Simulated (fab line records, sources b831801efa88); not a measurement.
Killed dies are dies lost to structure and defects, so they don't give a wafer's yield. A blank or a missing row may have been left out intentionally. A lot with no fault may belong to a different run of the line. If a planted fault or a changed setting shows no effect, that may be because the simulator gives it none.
Which of the tools did it? :: flow gf180mcu :: 11 lots, 33 wafers sampled, at 5 steps of a route of 602

## WHAT THE GAUGES SHOWED, per wafer
GF_M2_THK_MEAS_06: measures by xrf.
lot: L412
measured: day 18 10:34
on: film_metro-02
M2_ALCU_THK (nm): 451 454 452

lot: L413
measured: day 18 16:29
on: film_metro-04
M2_ALCU_THK (nm): 450 449 444

lot: L414
measured: day 19 12:00
on: film_metro-01
M2_ALCU_THK (nm): 442 444 441

lot: L418
measured: day 21 00:19
on: film_metro-04
M2_ALCU_THK (nm): 450 445 455

lot: L419
measured: day 21 04:53
on: film_metro-01
M2_ALCU_THK (nm): 443 446 442

lot: L421
measured: day 22 00:27
on: film_metro-02
M2_ALCU_THK (nm): 449 448 450

lot: L430
measured: day 25 00:09
on: film_metro-02
M2_ALCU_THK (nm): 443 449 446

lot: L431
measured: day 25 09:40
on: film_metro-04
M2_ALCU_THK (nm): 443 447 445

lot: L432
measured: day 25 14:07
on: film_metro-04
M2_ALCU_THK (nm): 455 450 454

lot: L433
measured: day 25 23:52
on: film_metro-04
M2_ALCU_THK (nm): 451 444 450

lot: L434
measured: day 26 09:00
on: film_metro-02
M2_ALCU_THK (nm): 446 445 444

GF_V2_RS_MEAS_24: uses a four-point probe to measure.
lot: L412
measured: day 20 13:57
on: film_metro-02
V2_W_RS (ohm/sq): 0.335 0.323 0.330

lot: L413
measured: day 20 19:40
on: film_metro-02
V2_W_RS (ohm/sq): 0.325 0.319 0.318

lot: L414
measured: day 21 14:30
on: film_metro-04
V2_W_RS (ohm/sq): 0.327 0.325 0.328

lot: L418
measured: day 23 02:03
on: film_metro-02
V2_W_RS (ohm/sq): 0.243 0.236 0.243

lot: L419
measured: day 23 05:16
on: film_metro-03
V2_W_RS (ohm/sq): 0.330 0.323 0.322

lot: L421
measured: day 24 00:33
on: film_metro-03
V2_W_RS (ohm/sq): 0.241 0.242 0.239

lot: L430
measured: day 26 20:56
on: film_metro-04
V2_W_RS (ohm/sq): 0.330 0.322 0.324

lot: L431
measured: day 27 05:28
on: film_metro-04
V2_W_RS (ohm/sq): 0.328 0.334 0.331

lot: L432
measured: day 27 10:22
on: film_metro-04
V2_W_RS (ohm/sq): 0.335 0.336 0.329

lot: L433
measured: day 27 19:29
on: film_metro-02
V2_W_RS (ohm/sq): 0.330 0.322 0.324

lot: L434
measured: day 28 04:06
on: film_metro-02
V2_W_RS (ohm/sq): 0.327 0.329 0.320

GF_V2_THK_MEAS_25: measures by xrf.
lot: L412
measured: day 20 14:04
on: film_metro-02
V2_W_THK (nm): 351 364 355

lot: L413
measured: day 20 19:47
on: film_metro-02
V2_W_THK (nm): 360 367 370

lot: L414
measured: day 21 14:37
on: film_metro-04
V2_W_THK (nm): 353 358 355

lot: L418
measured: day 23 02:10
on: film_metro-02
V2_W_THK (nm): 487 501 491

lot: L419
measured: day 23 05:23
on: film_metro-03
V2_W_THK (nm): 357 366 368

lot: L421
measured: day 24 00:39
on: film_metro-03
V2_W_THK (nm): 498 496 506

lot: L430
measured: day 26 21:02
on: film_metro-04
V2_W_THK (nm): 350 360 356

lot: L431
measured: day 27 05:34
on: film_metro-04
V2_W_THK (nm): 352 345 351

lot: L432
measured: day 27 10:29
on: film_metro-04
V2_W_THK (nm): 344 343 352

lot: L433
measured: day 27 19:36
on: film_metro-02
V2_W_THK (nm): 351 361 358

lot: L434
measured: day 28 04:13
on: film_metro-02
V2_W_THK (nm): 356 356 364

## WHAT TOOL EACH LOT RAN ON (gives the tool, then ch and the chambers of the sampled wafers, and finally the start)
lot: L412
GF_V2_ETCH_16: rie_diel-01 ch 1,3, day 20 12:58
GF_V2_CVD_23: cvd_w-02 ch 0,1, day 20 13:50

lot: L413
GF_V2_ETCH_16: rie_diel-01 ch 0,2,3, day 20 18:46
GF_V2_CVD_23: cvd_w-02 ch 0,1, day 20 19:33

lot: L414
GF_V2_ETCH_16: rie_diel-02 ch 1,3, day 21 13:35
GF_V2_CVD_23: cvd_w-02 ch 0,1, day 21 14:23

lot: L418
GF_V2_ETCH_16: rie_diel-02 ch 0,1,2, day 23 01:07
GF_V2_CVD_23: cvd_w-02 ch 0,1, day 23 01:55

lot: L419
GF_V2_ETCH_16: rie_diel-01 ch 1,2, day 23 04:20
GF_V2_CVD_23: cvd_w-01 ch 0,1, day 23 05:08

lot: L421
GF_V2_ETCH_16: rie_diel-04 ch 0,1,3, day 23 23:31
GF_V2_CVD_23: cvd_w-02 ch 1, day 24 00:22

lot: L430
GF_V2_ETCH_16: rie_diel-04 ch 0,1,3, day 26 20:01
GF_V2_CVD_23: cvd_w-01 ch 0,1, day 26 20:49

lot: L431
GF_V2_ETCH_16: rie_diel-04 ch 1,2, day 27 04:33
GF_V2_CVD_23: cvd_w-01 ch 0,1, day 27 05:21

lot: L432
GF_V2_ETCH_16: rie_diel-02 ch 0,1,3, day 27 09:28
GF_V2_CVD_23: cvd_w-01 ch 0,1, day 27 10:14

lot: L433
GF_V2_ETCH_16: rie_diel-01 ch 0,1,2, day 27 18:36
GF_V2_CVD_23: cvd_w-02 ch 0,1, day 27 19:22

lot: L434
GF_V2_ETCH_16: rie_diel-02 ch 2,3, day 28 03:08
GF_V2_CVD_23: cvd_w-02 ch 0,1, day 28 03:58
- GF_V2_ETCH_16: etches BARC in N2/H2.
- GF_V2_CVD_23: deposits W, target thk 350 nm, time 104.94 s.

## WHAT THE TOOLS THEMSELVES READ (means of the sampled wafers that have a number; where no wafer has one, the mark that the record gives instead)
GF_V2_ETCH_16.
lot: L412
tool: rie_diel-01
chamber_pressure_mTorr (mTorr): 29.998
drypump_motor_current_A (A): 6.5
oes_product_au (a.u.): 0.855
rf_fwd_power_W (W): 494.1
throttle_valve_pct (%): 13.215

lot: L413
tool: rie_diel-01
chamber_pressure_mTorr (mTorr): 30.012
drypump_motor_current_A (A): 5.9
oes_product_au (a.u.): 0.852
rf_fwd_power_W (W): 493.4
throttle_valve_pct (%): 13.233

lot: L414
tool: rie_diel-02
chamber_pressure_mTorr (mTorr): 29.993
drypump_motor_current_A (A): 5.6
oes_product_au (a.u.): 0.854
rf_fwd_power_W (W): 494.9
throttle_valve_pct (%): 13.217

lot: L418
tool: rie_diel-02
chamber_pressure_mTorr (mTorr): 30.006
drypump_motor_current_A (A): 6.2
oes_product_au (a.u.): 0.848
rf_fwd_power_W (W): 496.2
throttle_valve_pct (%): 13.218

lot: L419
tool: rie_diel-01
chamber_pressure_mTorr (mTorr): 29.964
drypump_motor_current_A (A): 5.6
oes_product_au (a.u.): 0.856
rf_fwd_power_W (W): 495.7
throttle_valve_pct (%): 13.226

lot: L421
tool: rie_diel-04
chamber_pressure_mTorr (mTorr): 30.015
drypump_motor_current_A (A): 5.5
oes_product_au (a.u.): 0.852
rf_fwd_power_W (W): 495.7
throttle_valve_pct (%): 13.223

lot: L430
tool: rie_diel-04
chamber_pressure_mTorr (mTorr): 29.998
drypump_motor_current_A (A): 5.4
oes_product_au (a.u.): 0.855
rf_fwd_power_W (W): 495.1
throttle_valve_pct (%): 13.222

lot: L431
tool: rie_diel-04
chamber_pressure_mTorr (mTorr): 29.990
drypump_motor_current_A (A): 6.0
oes_product_au (a.u.): 0.855
rf_fwd_power_W (W): 493.2
throttle_valve_pct (%): 13.220

lot: L432
tool: rie_diel-02
chamber_pressure_mTorr (mTorr): 29.991
drypump_motor_current_A (A): 5.6
oes_product_au (a.u.): 0.853
rf_fwd_power_W (W): 494.2
throttle_valve_pct (%): 13.222

lot: L433
tool: rie_diel-01
chamber_pressure_mTorr (mTorr): 30.010
drypump_motor_current_A (A): 5.6
oes_product_au (a.u.): 0.852
rf_fwd_power_W (W): 494.9
throttle_valve_pct (%): 13.224

lot: L434
tool: rie_diel-02
chamber_pressure_mTorr (mTorr): 30.002
drypump_motor_current_A (A): 6.0
oes_product_au (a.u.): 0.851
rf_fwd_power_W (W): 494.2
throttle_valve_pct (%): 13.229

GF_V2_CVD_23.
lot: L412
tool: cvd_w-02
heater_power_w (W): 830

lot: L413
tool: cvd_w-02
heater_power_w (W): 855

lot: L414
tool: cvd_w-02
heater_power_w (W): 832

lot: L418
tool: cvd_w-02
heater_power_w (W): 835

lot: L419
tool: cvd_w-01
heater_power_w (W): 771

lot: L421
tool: cvd_w-02
heater_power_w (W): 820

lot: L430
tool: cvd_w-01
heater_power_w (W): 774

lot: L431
tool: cvd_w-01
heater_power_w (W): 765

lot: L432
tool: cvd_w-01
heater_power_w (W): 766

lot: L433
tool: cvd_w-02
heater_power_w (W): 836

lot: L434
tool: cvd_w-02
heater_power_w (W): 830

## THE ANSWER, worked out from the rows above alone
Rule: usual is defined by the lots themselves. Put in order of their means at a reading, lots are off if they are a third of the lots or fewer, leave a main group of 4 or more, and stand apart from it by a gap of 3 or more times the standard deviation of the main group's means; of several such gaps the widest counts. A main group is skipped when, at the precision printed for the reading in the tables above, its means are all equal. A lot without any number at a reading at which 4 lots or more have one is off too. The other lots that the step has rows for count as sound. After the gauges, taken in route order, come the tools' own readings; for these a lot's mean is taken, as printed above. The first step at which some lot is off is used, and at that step the reading that is off furthest; a lot without a number counts as furthest.
Off: L418, L421, seen at GF_V2_RS_MEAS_24 (V2_W_RS). The main group has a mean of 0.327 ohm/sq with a standard deviation of 0.0036.
A tool fits if, at a process step before that reading, it ran every lot that is off, and no sound lot after the first of them. Those tools and the gauges at GF_V2_RS_MEAS_24 are tried in the same way. None of those tried fits.

## WHAT HAD BEEN PUT IN BY THE SIMULATOR
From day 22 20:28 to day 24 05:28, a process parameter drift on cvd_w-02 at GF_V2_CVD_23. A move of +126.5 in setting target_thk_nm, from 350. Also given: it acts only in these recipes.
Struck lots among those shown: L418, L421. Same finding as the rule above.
